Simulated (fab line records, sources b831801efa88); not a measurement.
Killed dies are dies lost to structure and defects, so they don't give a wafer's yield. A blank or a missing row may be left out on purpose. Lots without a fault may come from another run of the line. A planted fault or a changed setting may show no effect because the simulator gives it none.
fab line records | flow gf180mcu
record lots=5 wafers=15 last_day=34
route steps=602 shown HV_LDD@185
lots that met no fault: from a run of the same line without faults
start_h: hours from the record's first day to the start of the lot's first wafer shown | wait_h: hours since the lot's step before | " the same as in the row above | L1.1+2: a row that stands for several wafers | - no value, or no start given | * or withheld: withheld | < > ~ a bound
route shown NAME@n: a module of which the file shows steps, and the number in the route of the first | usual: mean/standard deviation of fault-free wafers | same: alike in all rows | chamber/n: place in a boat | sites: the reading at each site | _std_site: their standard deviation | _edge_site: outer sites' mean less inner sites' | radius_mm: how far each site lies from the wafer's centre | mask NAME#n: copy n | behind: the tool/chamber that last shaped the wafer | hold: why the lot was held/for how many hours/how that ended | device: the transistor (n, p or np) that didn't switch | end of line: the same wafers' tests at the end of the route | a step without rows: its recipe alone | killed: dies lost to structure and defects at the first sort, not the wafer's yield | map: a wafer's dies, x killed, . not, _ none there
set.NAME: the setting as run; set.NAME@STEP: as run at that earlier step | model.NAME: the simulator's own value behind a step, which no gauge read
lots at some steps of the route; a table a step, a row a wafer
services: from which hour (start_h, from the record's first day; less than 0 if before it) a tool's chamber was out of use, for how many hours, and why
## steps
# step GF_HV_LDD_IMPLANT_09
# recipe species=As energy_kev=40 dose_cm2=1e+14 tilt_deg=7
# usual dose_ions_cm2=9.998e+13/1.1e+11
# columns lot.wafer tool chamber start_h wait_h dose_ions_cm2
L074.1 implanter-01 0 226.09 0.0 1.0001e+14
L074.2 " 0 " " 9.991e+13
L074.5 " 0 " " 1.0019e+14
L079.1 implanter-03 0 264.97 0.0 1.0002e+14
L079.4 " 0 " " 1.0009e+14
L079.6 " 0 " " 1.0017e+14
L085.3 implanter-01 0 302.16 0.1 9.992e+13
L085.5 " 0 " " 9.977e+13
L085.6 " 0 " " 1e+14
L087.1 implanter-03 0 316.12 0.0 1.0008e+14
L087.5 " 0 " " 1.0001e+14
L087.6 " 0 " " 9.995e+13
L092.1 implanter-03 0 357.52 0.0 1.0016e+14
L092.2 " 0 " " 1.0007e+14
L092.6 " 0 " " 9.99e+13
# step GF_HV_LDD_STRIP_10
# recipe chemistry=O2/N2 power_w=1400 pressure_mtorr=1500 platen_temp_c=250 o2_flow_sccm=3000 n2_flow_sccm=300 overash_fraction=0.5
# usual drypump_motor_current_A=5.75/0.12 heater_power_w=326/34 oes_product_au=0.716/0.0043 strip_time_to_endpoint_s=12.63/0.036
# columns lot.wafer tool chamber start_h wait_h drypump_motor_current_A heater_power_w oes_product_au rf_hours_counter_h strip_time_to_endpoint_s
L074.1 plasma_asher-02 1 226.24 0.1 5.77 352 0.717 11 12.63
L074.2 " 0 " " 5.74 342 0.714 11 12.70
L074.5 " 0 " " 5.74 329 0.714 - 12.68
L079.1 plasma_asher-03 0 265.27 0.2 5.61 282 0.714 64 12.64
L079.4 " 0 " " 5.59 282 0.713 - 12.61
L079.6 " 0 " " 5.62 282 0.720 - 12.65
L085.3 plasma_asher-04 0 302.29 0.1 6.01 352 0.723 - 12.59
L085.5 " 1 " " 5.81 397 0.708 - 12.63
L085.6 " 0 " " 6.01 345 0.721 - 12.58
L087.1 plasma_asher-02 0 316.27 0.1 5.76 336 0.719 20 12.66
L087.5 " 1 " " 5.73 349 0.714 - 12.63
L087.6 " 0 " " 5.73 335 0.724 - 12.62
L092.1 plasma_asher-02 0 357.67 0.1 5.72 332 0.721 24 12.58
L092.2 " 1 " " 5.77 341 0.723 24 12.60
L092.6 " 1 " " 5.76 357 0.714 - 12.57
# step GF_HV_LDD_TW_MEAS_11
# usual HV_LDD_TW=2405/15
# columns lot.wafer tool chamber start_h wait_h HV_LDD_TW
L074.1 film_metro-04 - 226.34 0.1 2404
L074.2 " - " " 2393
L074.5 " - " " 2404
L079.1 film_metro-02 - 265.37 0.1 2374
L079.4 " - " " 2379
L079.6 " - " " 2376
L085.3 film_metro-04 - 302.38 0.1 2425
L085.5 " - " " 2410
L085.6 " - " " 2417
L087.1 film_metro-02 - 316.37 0.1 2387
L087.5 " - " " 2398
L087.6 " - " " 2383
L092.1 film_metro-04 - 357.77 0.1 2420
L092.2 " - " " 2419
L092.6 " - " " 2411
# step GF_HV_LDD_DEHYDRATE_12
# recipe temp_c=200 time_s=60
# columns lot.wafer tool chamber start_h wait_h
L074.1+2+5 litho_track-02 0 234.87 8.5
L079.1+4+6 litho_track-04 0 274.30 8.9
L085.3+5+6 litho_track-03 0 311.88 9.5
L087.1+5+6 litho_track-04 0 326.95 10.6
L092.1+2+6 litho_track-04 0 368.05 10.3
# step GF_HV_LDD_HMDS_13
# recipe prime_time_s=60 prime_temp_c=120
# columns lot.wafer tool chamber start_h wait_h
L074.1+2+5 litho_track-02 0 235.02 0.1
L079.1+4+6 litho_track-04 0 274.45 0.1
L085.3+5+6 litho_track-03 0 312.03 0.1
L087.1+5+6 litho_track-04 0 327.10 0.1
L092.1+2+6 litho_track-04 0 368.20 0.1
# step GF_HV_LDD_COAT_14
# recipe resist=NOVOLAK spin_rpm=3050 resist_thk_nm=1000
# columns lot.wafer tool chamber start_h wait_h
L074.1+2+5 litho_track-02 0 235.17 0.1
L079.1+4+6 litho_track-04 0 274.60 0.1
L085.3+5+6 litho_track-03 0 312.18 0.1
L087.1+5+6 litho_track-04 0 327.25 0.1
L092.1+2+6 litho_track-04 0 368.35 0.1
# step GF_HV_LDD_SOFTBAKE_15
# recipe temp_c=90 time_s=60 resist=NOVOLAK
# columns lot.wafer tool chamber start_h wait_h
L074.1+2+5 litho_track-02 0 235.32 0.1
L079.1+4+6 litho_track-04 0 274.75 0.1
L085.3+5+6 litho_track-03 0 312.33 0.1
L087.1+5+6 litho_track-04 0 327.40 0.1
L092.1+2+6 litho_track-04 0 368.50 0.1
# step GF_HV_LDD_EXPOSE_16
# recipe mask_id=Pplus_LV_AREA target_cd_nm=400 na=0.6 source_shape=conventional sigma_outer=0.6 dose_mj=140
# same sigma_outer=0.6
# columns lot.wafer tool chamber start_h wait_h mask
L074.1+2+5 iline_stepper-01 0 - - Pplus_LV_AREA#0
L079.1+4+6 iline_stepper-02 0 - - Pplus_LV_AREA#0
L085.3+5+6 iline_stepper-02 0 - - Pplus_LV_AREA#0
L087.1+5+6 iline_stepper-02 0 - - Pplus_LV_AREA#0
L092.1+2+6 iline_stepper-02 0 - - Pplus_LV_AREA#0
# step GF_HV_LDD_PEB_17
# recipe temp_c=withheld time_s=* resist=NOVOLAK
# columns lot.wafer tool chamber start_h wait_h
L074.1+2+5 litho_track-04 0 - -
L079.1+4+6 litho_track-04 0 - -
L085.3+5+6 litho_track-04 0 - -
L087.1+5+6 litho_track-02 0 - -
L092.1+2+6 litho_track-03 0 - -
# step GF_HV_LDD_DEVELOP_18
# recipe develop_time_s=60 dev_temp_c=23
# columns lot.wafer tool chamber start_h wait_h
L074.1+2+5 litho_track-04 0 244.70 0.1
L079.1+4+6 litho_track-04 0 284.70 0.1
L085.3+5+6 litho_track-04 0 322.85 0.1
L087.1+5+6 litho_track-02 0 337.82 0.1
L092.1+2+6 litho_track-03 0 380.38 0.1
# step GF_HV_LDD_CD_MEAS_19
# recipe target_cd_nm=400
# usual cd_nm=399.8/2.2
# columns lot.wafer tool chamber start_h wait_h cd_nm
L074.1 cd_sem-02 - 244.85 0.1 400.4
L074.2 " - " " 399.9
L074.5 " - " " 400.5
L079.1 cd_sem-02 - 284.85 0.1 399.4
L079.4 " - " " 397.5
L079.6 " - " " 399.0
L085.3 cd_sem-01 - 322.99 0.1 400.8
L085.5 " - " " 400.9
L085.6 " - " " 401.1
L087.1 cd_sem-02 - 337.97 0.1 395.6
L087.5 " - " " 393.0
L087.6 " - " " 396.8
L092.1 cd_sem-02 - 380.53 0.1 396.4
L092.2 " - " " 398.5
L092.6 " - " " 398.0
# step GF_HV_LDD_OVL_MEAS_20
# usual HV_LDD_01_OVL=-0.5/1.5
# columns lot.wafer tool chamber start_h wait_h HV_LDD_01_OVL[nm]
L074.1 overlay-01 - 244.97 0.1 1.4
L074.2 " - " " -1.9
L074.5 " - " " -0.1
L079.1 overlay-01 - 284.97 0.1 1.4
L079.4 " - " " 1.3
L079.6 " - " " 0.3
L085.3 overlay-02 - 323.08 0.1 -0.4
L085.5 " - " " 0.8
L085.6 " - " " 0.3
L087.1 overlay-02 - 338.09 0.1 -0.4
L087.5 " - " " -1.0
L087.6 " - " " -1.6
L092.1 overlay-02 - 380.65 0.1 1.1
L092.2 " - " " 0.2
L092.6 " - " " 0.7
# step GF_HV_LDD_IMPLANT_21
# recipe species=BF2 energy_kev=25 dose_cm2=5e+13 tilt_deg=7
# usual dose_ions_cm2=4.998e+13/5.6e+10
# columns lot.wafer tool chamber start_h wait_h dose_ions_cm2
L074.1 implanter-03 0 245.01 0.0 5.008e+13
L074.2 " 0 " " 4.998e+13
L074.5 " 0 " " 5.006e+13
L079.1 implanter-03 0 285.01 0.0 4.999e+13
L079.4 " 0 " " 5.008e+13
L079.6 " 0 " " 5.004e+13
L085.3 implanter-04 0 323.16 0.1 4.997e+13
L085.5 " 0 " " 4.995e+13
L085.6 " 0 " " 4.999e+13
L087.1 implanter-04 0 338.12 0.0 4.99e+13
L087.5 " 0 " " 5.003e+13
L087.6 " 0 " " 4.988e+13
L092.1 implanter-01 0 380.69 0.0 5e+13
L092.2 " 0 " " 4.991e+13
L092.6 " 0 " " 4.992e+13
# step GF_HV_LDD_STRIP_22
# recipe chemistry=O2/N2 power_w=1400 pressure_mtorr=1500 platen_temp_c=250 o2_flow_sccm=3000 n2_flow_sccm=300 overash_fraction=0.5
# usual drypump_motor_current_A=5.78/0.13 heater_power_w=334/33 oes_product_au=0.716/0.0046 strip_time_to_endpoint_s=12.53/0.039
# columns lot.wafer tool chamber start_h wait_h drypump_motor_current_A heater_power_w oes_product_au rf_hours_counter_h strip_time_to_endpoint_s
L074.1 plasma_asher-03 0 245.16 0.1 5.63 285 0.716 62 12.57
L074.2 " 1 " " 5.64 297 0.713 62 12.59
L074.5 " 1 " " 5.63 297 0.714 - 12.61
L079.1 plasma_asher-02 0 285.31 0.2 5.72 334 0.714 17 12.52
L079.4 " 0 " " 5.73 331 0.710 - 12.48
L079.6 " 1 " " 5.77 347 0.716 - 12.49
L085.3 plasma_asher-04 1 323.29 0.1 5.82 379 0.719 - 12.55
L085.5 " 1 " " 5.82 382 0.718 - 12.56
L085.6 " 0 " " 6.02 351 0.717 - 12.53
L087.1 plasma_asher-03 0 338.27 0.1 5.58 284 0.714 72 12.59
L087.5 " 0 " " 5.60 279 0.715 - 12.56
L087.6 " 1 " " 5.71 301 0.715 - 12.53
L092.1 plasma_asher-03 1 380.84 0.1 5.70 294 0.715 76 12.56
L092.2 " 0 " " 5.58 274 0.714 76 12.50
L092.6 " 0 " " 5.59 278 0.713 - 12.56
# step GF_HV_LDD_TW_MEAS_23
# usual HV_LDD_2_TW=1054/7.6
# columns lot.wafer tool chamber start_h wait_h HV_LDD_2_TW
L074.1 film_metro-04 - 245.26 0.1 1051
L074.2 " - " " 1050
L074.5 " - " " 1053
L079.1 film_metro-04 - 285.41 0.1 1052
L079.4 " - " " 1060
L079.6 " - " " 1060
L085.3 film_metro-01 - 323.38 0.1 1046
L085.5 " - " " 1048
L085.6 " - " " 1051
L087.1 film_metro-02 - 338.37 0.1 1041
L087.5 " - " " 1044
L087.6 " - " " 1043
L092.1 film_metro-04 - 380.94 0.1 1066
L092.2 " - " " 1069
L092.6 " - " " 1066
# step GF_HV_LDD_DEHYDRATE_24
# recipe temp_c=200 time_s=60
# columns lot.wafer tool chamber start_h wait_h
L074.1+2+5 litho_track-04 0 254.35 9.1
L079.1+4+6 litho_track-03 0 294.78 9.4
L085.3+5+6 litho_track-02 0 333.37 10.0
L087.1+5+6 litho_track-04 0 349.15 10.8
L092.1+2+6 litho_track-03 0 391.58 10.6
# step GF_HV_LDD_HMDS_25
# recipe prime_time_s=60 prime_temp_c=120
# columns lot.wafer tool chamber start_h wait_h
L074.1+2+5 litho_track-04 0 254.50 0.1
L079.1+4+6 litho_track-03 0 294.93 0.1
L085.3+5+6 litho_track-02 0 333.52 0.1
L087.1+5+6 litho_track-04 0 349.30 0.1
L092.1+2+6 litho_track-03 0 391.73 0.1
# step GF_HV_LDD_COAT_26
# recipe resist=NOVOLAK spin_rpm=3000 resist_thk_nm=1000
# columns lot.wafer tool chamber start_h wait_h
L074.1+2+5 litho_track-04 0 254.65 0.1
L079.1+4+6 litho_track-03 0 295.08 0.1
L085.3+5+6 litho_track-02 0 333.67 0.1
L087.1+5+6 litho_track-04 0 349.45 0.1
L092.1+2+6 litho_track-03 0 391.88 0.1
# step GF_HV_LDD_SOFTBAKE_27
# recipe temp_c=90 time_s=60 resist=NOVOLAK
# columns lot.wafer tool chamber start_h wait_h
L074.1+2+5 litho_track-04 0 254.80 0.1
L079.1+4+6 litho_track-03 0 295.23 0.1
L085.3+5+6 litho_track-02 0 333.82 0.1
L087.1+5+6 litho_track-04 0 349.60 0.1
L092.1+2+6 litho_track-03 0 392.03 0.1
# step GF_HV_LDD_EXPOSE_28
# recipe mask_id=Nplus_HV_AREA target_cd_nm=400 na=0.6 source_shape=conventional sigma_outer=0.6 dose_mj=140
# same sigma_outer=0.6
# columns lot.wafer tool chamber start_h wait_h mask
L074.1+2+5 iline_stepper-01 0 - - Nplus_HV_AREA#0
L079.1+4+6 iline_stepper-02 0 - - Nplus_HV_AREA#0
L085.3+5+6 iline_stepper-02 0 - - Nplus_HV_AREA#0
L087.1+5+6 iline_stepper-01 0 - - Nplus_HV_AREA#0
L092.1+2+6 iline_stepper-02 0 - - Nplus_HV_AREA#0
# step GF_HV_LDD_PEB_29
# recipe temp_c=withheld time_s=* resist=NOVOLAK
# columns lot.wafer tool chamber start_h wait_h
L074.1+2+5 litho_track-04 0 - -
L079.1+4+6 litho_track-04 0 - -
L085.3+5+6 litho_track-02 0 - -
L087.1+5+6 litho_track-03 0 - -
L092.1+2+6 litho_track-02 0 - -
# step GF_HV_LDD_DEVELOP_30
# recipe develop_time_s=60 dev_temp_c=23
# columns lot.wafer tool chamber start_h wait_h
L074.1+2+5 litho_track-04 0 264.80 0.1
L079.1+4+6 litho_track-04 0 305.65 0.1
L085.3+5+6 litho_track-02 0 344.22 0.1
L087.1+5+6 litho_track-03 0 359.93 0.1
L092.1+2+6 litho_track-02 0 403.66 0.1
# step GF_HV_LDD_CD_MEAS_31
# recipe target_cd_nm=400
# usual cd_nm=399.9/2.5
# columns lot.wafer tool chamber start_h wait_h cd_nm
L074.1 cd_sem-02 - 264.95 0.1 399.7
L074.2 " - " " 401.9
L074.5 " - " " 399.6
L079.1 cd_sem-02 - 305.80 0.1 398.5
L079.4 " - " " 398.4
L079.6 " - " " 397.5
L085.3 cd_sem-02 - 344.36 0.1 401.4
L085.5 " - " " 401.9
L085.6 " - " " 399.2
L087.1 cd_sem-02 - 360.08 0.1 395.7
L087.5 " - " " 396.3
L087.6 " - " " 395.4
L092.1 cd_sem-01 - 403.81 0.1 405.3
L092.2 " - " " 405.4
L092.6 " - " " 405.0
# step GF_HV_LDD_OVL_MEAS_32
# usual HV_LDD_02_OVL=1.0/1.5
# columns lot.wafer tool chamber start_h wait_h HV_LDD_02_OVL[nm]
L074.1 overlay-02 - 265.07 0.1 3.0
L074.2 " - " " 1.8
L074.5 " - " " 1.4
L079.1 overlay-01 - 305.92 0.1 1.7
L079.4 " - " " -0.5
L079.6 " - " " 1.6
L085.3 overlay-02 - 344.45 0.1 0.4
L085.5 " - " " -0.6
L085.6 " - " " -0.2
L087.1 overlay-02 - 360.20 0.1 2.3
L087.5 " - " " 4.2
L087.6 " - " " 3.6
L092.1 overlay-02 - 403.93 0.1 1.3
L092.2 " - " " -0.4
L092.6 " - " " -1.5
# step GF_HV_LDD_IMPLANT_33
# recipe species=P energy_kev=60 dose_cm2=7.5e+12 tilt_deg=30 rotation_deg=0
# usual dose_ions_cm2=7.501e+12/8.7e+09 rotation_deg=-0.002/0.02
# columns lot.wafer tool chamber start_h wait_h dose_ions_cm2 rotation_deg
L074.1 implanter-04 0 265.11 0.0 7.495e+12 -0.002
L074.2 " 0 " " 7.497e+12 -0.022
L074.5 " 0 " " 7.501e+12 -0.011
L079.1 implanter-03 0 305.96 0.0 7.505e+12 0.019
L079.4 " 0 " " 7.492e+12 0.036
L079.6 " 0 " " 7.505e+12 -0.019
L085.3 implanter-03 0 344.52 0.1 7.51e+12 -0.025
L085.5 " 0 " " 7.502e+12 0.001
L085.6 " 0 " " 7.499e+12 -0.002
L087.1 implanter-01 0 360.24 0.0 7.501e+12 -0.017
L087.5 " 0 " " 7.495e+12 0.002
L087.6 " 0 " " 7.522e+12 0.025
L092.1 implanter-04 0 403.97 0.0 7.501e+12 -0.013
L092.2 " 0 " " 7.498e+12 -0.021
L092.6 " 0 " " 7.516e+12 -0.014
# step GF_HV_LDD_IMPLANT_34
# recipe species=P energy_kev=60 dose_cm2=7.5e+12 tilt_deg=30 rotation_deg=90
# usual dose_ions_cm2=7.5e+12/8.7e+09 rotation_deg=89.998/0.027
# columns lot.wafer tool chamber start_h wait_h dose_ions_cm2 rotation_deg
L074.1 implanter-04 0 265.26 0.1 7.494e+12 89.987
L074.2 " 0 " " 7.497e+12 89.983
L074.5 " 0 " " 7.494e+12 89.964
L079.1 implanter-03 0 306.11 0.1 7.502e+12 89.955
L079.4 " 0 " " 7.491e+12 89.978
L079.6 " 0 " " 7.499e+12 89.992
L085.3 implanter-03 0 344.67 0.1 7.495e+12 89.994
L085.5 " 0 " " 7.502e+12 89.997
L085.6 " 0 " " 7.502e+12 89.981
L087.1 implanter-01 0 360.39 0.1 7.496e+12 89.983
L087.5 " 0 " " 7.505e+12 90.021
L087.6 " 0 " " 7.507e+12 89.994
L092.1 implanter-04 0 404.12 0.1 7.489e+12 90.014
L092.2 " 0 " " 7.488e+12 90.016
L092.6 " 0 " " 7.497e+12 90.021
# step GF_HV_LDD_IMPLANT_35
# recipe species=P energy_kev=59.37 dose_cm2=7.5e+12 tilt_deg=30 rotation_deg=180
# usual dose_ions_cm2=7.498e+12/8.4e+09 rotation_deg=180.00/0.034
# columns lot.wafer tool chamber start_h wait_h dose_ions_cm2 rotation_deg
L074.1 implanter-04 0 265.41 0.1 7.495e+12 179.98
L074.2 " 0 " " 7.495e+12 179.99
L074.5 " 0 " " 7.504e+12 179.99
L079.1 implanter-03 0 306.26 0.1 7.507e+12 179.97
L079.4 " 0 " " 7.501e+12 179.96
L079.6 " 0 " " 7.498e+12 179.96
L085.3 implanter-03 0 344.82 0.1 7.516e+12 179.98
L085.5 " 0 " " 7.495e+12 180.00
L085.6 " 0 " " 7.507e+12 179.94
L087.1 implanter-01 0 360.54 0.1 7.491e+12 180.07
L087.5 " 0 " " 7.492e+12 180.00
L087.6 " 0 " " 7.51e+12 179.97
L092.1 implanter-04 0 404.27 0.1 7.501e+12 179.98
L092.2 " 0 " " 7.493e+12 180.04
L092.6 " 0 " " 7.499e+12 180.01
# step GF_HV_LDD_IMPLANT_36
# recipe species=P energy_kev=60 dose_cm2=7.5e+12 tilt_deg=30 rotation_deg=270
# usual dose_ions_cm2=7.5e+12/8.1e+09 rotation_deg=270.01/0.047
# columns lot.wafer tool chamber start_h wait_h dose_ions_cm2 rotation_deg
L074.1 implanter-04 0 265.56 0.1 7.5e+12 270.10
L074.2 " 0 " " 7.495e+12 270.00
L074.5 " 0 " " 7.499e+12 270.03
L079.1 implanter-03 0 306.41 0.1 7.511e+12 270.00
L079.4 " 0 " " 7.51e+12 269.98
L079.6 " 0 " " 7.504e+12 270.01
L085.3 implanter-03 0 344.97 0.1 7.507e+12 269.99
L085.5 " 0 " " 7.499e+12 270.03
L085.6 " 0 " " 7.493e+12 269.99
L087.1 implanter-01 0 360.69 0.1 7.496e+12 269.98
L087.5 " 0 " " 7.5e+12 269.98
L087.6 " 0 " " 7.498e+12 269.99
L092.1 implanter-04 0 404.42 0.1 7.505e+12 269.95
L092.2 " 0 " " 7.499e+12 269.98
L092.6 " 0 " " 7.492e+12 270.05
# step GF_HV_LDD_STRIP_37
# recipe chemistry=O2/N2 power_w=1400 pressure_mtorr=1500 platen_temp_c=250 o2_flow_sccm=3000 n2_flow_sccm=300 overash_fraction=0.5
# usual drypump_motor_current_A=5.81/0.12 heater_power_w=344/28 oes_product_au=0.716/0.0046 strip_time_to_endpoint_s=12.63/0.042
# columns lot.wafer tool chamber start_h wait_h drypump_motor_current_A heater_power_w oes_product_au rf_hours_counter_h strip_time_to_endpoint_s
L074.1 plasma_asher-02 0 265.71 0.1 5.74 335 0.717 15 12.65
L074.2 " 1 " " 5.75 347 0.714 15 12.60
L074.5 " 0 " " 5.76 336 0.722 - 12.62
L079.1 plasma_asher-02 0 306.56 0.1 5.75 335 0.722 19 12.64
L079.4 " 0 " " 5.74 328 0.720 - 12.62
L079.6 " 0 " " 5.74 339 0.720 - 12.68
L085.3 plasma_asher-04 0 345.10 0.1 6.04 357 0.716 - 12.60
L085.5 " 1 " " 5.81 389 0.718 - 12.60
L085.6 " 0 " " 6.05 355 0.716 - 12.63
L087.1 plasma_asher-02 1 360.84 0.1 5.75 344 0.718 25 12.73
L087.5 " 0 " " 5.75 330 0.717 - 12.68
L087.6 " 1 " " 5.76 349 0.714 - 12.69
L092.1 plasma_asher-02 1 404.57 0.1 5.74 344 0.718 29 12.55
L092.2 " 0 " " 5.71 339 0.714 29 12.57
L092.6 " 1 " " 5.74 351 0.717 - 12.50
# step GF_HV_LDD_TW_MEAS_38
# usual HV_LDD_3_TW=1432/9.7
# columns lot.wafer tool chamber start_h wait_h HV_LDD_3_TW
L074.1 film_metro-02 - 265.81 0.1 1415
L074.2 " - " " 1428
L074.5 " - " " 1418
L079.1 film_metro-02 - 306.66 0.1 1425
L079.4 " - " " 1427
L079.6 " - " " 1428
L085.3 film_metro-04 - 345.19 0.1 1430
L085.5 " - " " 1439
L085.6 " - " " 1441
L087.1 film_metro-01 - 360.94 0.1 1432
L087.5 " - " " 1428
L087.6 " - " " 1430
L092.1 film_metro-02 - 404.67 0.1 1428
L092.2 " - " " 1425
L092.6 " - " " 1432
# step GF_HV_LDD_DEHYDRATE_39
# recipe temp_c=200 time_s=60
# columns lot.wafer tool chamber start_h wait_h
L074.1+2+5 litho_track-03 0 275.18 9.4
L079.1+4+6 litho_track-03 0 316.63 10.0
L085.3+5+6 litho_track-02 0 356.17 11.0
L087.1+5+6 litho_track-04 0 372.25 11.3
L092.1+2+6 litho_track-02 0 416.16 11.5
# step GF_HV_LDD_HMDS_40
# recipe prime_time_s=60 prime_temp_c=120
# columns lot.wafer tool chamber start_h wait_h
L074.1+2+5 litho_track-03 0 275.33 0.1
L079.1+4+6 litho_track-03 0 316.78 0.1
L085.3+5+6 litho_track-02 0 356.32 0.1
L087.1+5+6 litho_track-04 0 372.40 0.1
L092.1+2+6 litho_track-02 0 416.31 0.1
# step GF_HV_LDD_COAT_41
# recipe resist=NOVOLAK spin_rpm=3000 resist_thk_nm=1000
# columns lot.wafer tool chamber start_h wait_h
L074.1+2+5 litho_track-03 0 275.48 0.1
L079.1+4+6 litho_track-03 0 316.93 0.1
L085.3+5+6 litho_track-02 0 356.47 0.1
L087.1+5+6 litho_track-04 0 372.55 0.1
L092.1+2+6 litho_track-02 0 416.46 0.1
# step GF_HV_LDD_SOFTBAKE_42
# recipe temp_c=90 time_s=60 resist=NOVOLAK
# columns lot.wafer tool chamber start_h wait_h
L074.1+2+5 litho_track-03 0 275.63 0.1
L079.1+4+6 litho_track-03 0 317.08 0.1
L085.3+5+6 litho_track-02 0 356.62 0.1
L087.1+5+6 litho_track-04 0 372.70 0.1
L092.1+2+6 litho_track-02 0 416.61 0.1
# step GF_HV_LDD_EXPOSE_43
# recipe mask_id=Pplus_HV_AREA target_cd_nm=400 na=0.6 source_shape=conventional sigma_outer=0.6 dose_mj=140
# same sigma_outer=0.6
# columns lot.wafer tool chamber start_h wait_h mask
L074.1+2+5 iline_stepper-01 0 - - Pplus_HV_AREA#0
L079.1+4+6 iline_stepper-01 0 - - Pplus_HV_AREA#0
L085.3+5+6 iline_stepper-02 0 - - Pplus_HV_AREA#0
L087.1+5+6 iline_stepper-01 0 - - Pplus_HV_AREA#0
L092.1+2+6 iline_stepper-01 0 - - Pplus_HV_AREA#0
# step GF_HV_LDD_PEB_44
# recipe temp_c=withheld time_s=* resist=NOVOLAK
# columns lot.wafer tool chamber start_h wait_h
L074.1+2+5 litho_track-04 0 - -
L079.1+4+6 litho_track-03 0 - -
L085.3+5+6 litho_track-04 0 - -
L087.1+5+6 litho_track-02 0 - -
L092.1+2+6 litho_track-02 0 - -
# step GF_HV_LDD_DEVELOP_45
# recipe develop_time_s=60 dev_temp_c=23
# columns lot.wafer tool chamber start_h wait_h
L074.1+2+5 litho_track-04 0 285.65 0.1
L079.1+4+6 litho_track-03 0 327.78 0.1
L085.3+5+6 litho_track-04 0 367.60 0.1
L087.1+5+6 litho_track-02 0 383.91 0.1
L092.1+2+6 litho_track-02 0 428.76 0.1
# step GF_HV_LDD_CD_MEAS_46
# recipe target_cd_nm=400
# usual cd_nm=399.1/1.9
# columns lot.wafer tool chamber start_h wait_h cd_nm
L074.1 cd_sem-02 - 285.80 0.1 398.5
L074.2 " - " " 400.2
L074.5 " - " " 399.7
L079.1 cd_sem-01 - 327.93 0.1 395.3
L079.4 " - " " 398.4
L079.6 " - " " 398.8
L085.3 cd_sem-01 - 367.74 0.1 398.5
L085.5 " - " " 398.4
L085.6 " - " " 398.4
L087.1 cd_sem-02 - 384.06 0.1 402.1
L087.5 " - " " 398.5
L087.6 " - " " 401.9
L092.1 cd_sem-01 - 428.91 0.1 398.5
L092.2 " - " " 400.2
L092.6 " - " " 397.7
# step GF_HV_LDD_OVL_MEAS_47
# usual HV_LDD_03_OVL=0.0/1.1
# columns lot.wafer tool chamber start_h wait_h HV_LDD_03_OVL[nm]
L074.1 overlay-02 - 285.92 0.1 0.2
L074.2 " - " " 0.2
L074.5 " - " " -0.6
L079.1 overlay-02 - 328.05 0.1 0.0
L079.4 " - " " -2.9
L079.6 " - " " 1.4
L085.3 overlay-02 - 367.83 0.1 -1.5
L085.5 " - " " -1.8
L085.6 " - " " -1.8
L087.1 overlay-01 - 384.18 0.1 1.2
L087.5 " - " " -1.0
L087.6 " - " " 0.1
L092.1 overlay-01 - 429.03 0.1 -2.2
L092.2 " - " " -1.6
L092.6 " - " " -0.2
# step GF_HV_LDD_IMPLANT_48
# recipe species=B energy_kev=25.2 dose_cm2=3e+13 tilt_deg=7
# usual dose_ions_cm2=3e+13/3.3e+10
# columns lot.wafer tool chamber start_h wait_h dose_ions_cm2
L074.1 implanter-03 0 285.96 0.0 3.004e+13
L074.2 " 0 " " 2.997e+13
L074.5 " 0 " " 3.001e+13
L079.1 implanter-04 0 328.09 0.0 3.002e+13
L079.4 " 0 " " 3.002e+13
L079.6 " 0 " " 3e+13
L085.3 implanter-01 0 367.91 0.1 2.998e+13
L085.5 " 0 " " 3.004e+13
L085.6 " 0 " " 2.997e+13
L087.1 implanter-01 0 384.22 0.0 3.003e+13
L087.5 " 0 " " 2.998e+13
L087.6 " 0 " " 3.008e+13
L092.1 implanter-04 0 429.07 0.0 2.999e+13
L092.2 " 0 " " 3.005e+13
L092.6 " 0 " " 2.999e+13
# step GF_HV_LDD_STRIP_49
# recipe chemistry=O2/N2 power_w=1400 pressure_mtorr=1500 platen_temp_c=250 o2_flow_sccm=3000 n2_flow_sccm=300 overash_fraction=0.5
# usual drypump_motor_current_A=5.77/0.15 heater_power_w=327/38 oes_product_au=0.715/0.0045 strip_time_to_endpoint_s=12.63/0.031
# columns lot.wafer tool chamber start_h wait_h drypump_motor_current_A heater_power_w oes_product_au rf_hours_counter_h strip_time_to_endpoint_s
L074.1 plasma_asher-03 1 286.26 0.2 5.71 305 0.709 66 12.63
L074.2 " 0 " " 5.64 287 0.722 66 12.62
L074.5 " 0 " " 5.60 278 0.705 - 12.59
L079.1 plasma_asher-04 1 328.24 0.1 5.82 383 0.716 52 12.68
L079.4 " 1 " " 5.81 382 0.714 - 12.65
L079.6 " 0 " " 6.01 349 0.719 - 12.65
L085.3 plasma_asher-02 0 368.04 0.1 5.74 332 0.714 - 12.64
L085.5 " 0 " " 5.75 338 0.709 - 12.65
L085.6 " 1 " " 5.77 350 0.709 - 12.66
L087.1 plasma_asher-03 0 384.37 0.1 5.59 282 0.718 77 12.64
L087.5 " 1 " " 5.66 300 0.716 - 12.65
L087.6 " 0 " " 5.60 278 0.716 - 12.64
L092.1 plasma_asher-04 1 429.22 0.1 5.85 386 0.709 63 12.63
L092.2 " 0 " " 6.01 343 0.719 63 12.62
L092.6 " 0 " " 6.01 358 0.713 - 12.65
# step GF_HV_LDD_TW_MEAS_50
# usual HV_LDD_4_TW=569/4
# columns lot.wafer tool chamber start_h wait_h HV_LDD_4_TW
L074.1 film_metro-02 - 286.36 0.1 560
L074.2 " - " " 560
L074.5 " - " " 560
L079.1 film_metro-01 - 328.34 0.1 568
L079.4 " - " " 567
L079.6 " - " " 567
L085.3 film_metro-01 - 368.13 0.1 569
L085.5 " - " " 566
L085.6 " - " " 565
L087.1 film_metro-04 - 384.47 0.1 570
L087.5 " - " " 572
L087.6 " - " " 568
L092.1 film_metro-02 - 429.32 0.1 571
L092.2 " - " " 566
L092.6 " - " " 570
## services
# columns tool chamber start_h hours kind
iline_stepper-02 - 206.97 2.1 pm
iline_stepper-02 - 209.05 - consumable_replace:lamp
iline_stepper-01 - 238.60 1.7 pm
implanter-01 - 267.73 2.9 pm
implanter-01 - 273.41 1.2 repair
implanter-04 - 277.49 5.8 pm
implanter-03 - 323.03 1.8 repair
implanter-03 - 328.13 4.3 pm
iline_stepper-02 - 349.18 4.8 repair
iline_stepper-02 0 355.05 - calibration
iline_stepper-02 - 357.04 1.7 pm
iline_stepper-01 0 366.26 - calibration
implanter-03 - 373.42 3.7 repair
implanter-04 - 386.52 2.6 repair
plasma_asher-02 - 392.15 1.0 repair
implanter-03 - 410.52 2.4 repair
implanter-03 - 426.20 6.0 repair
## key
fault none
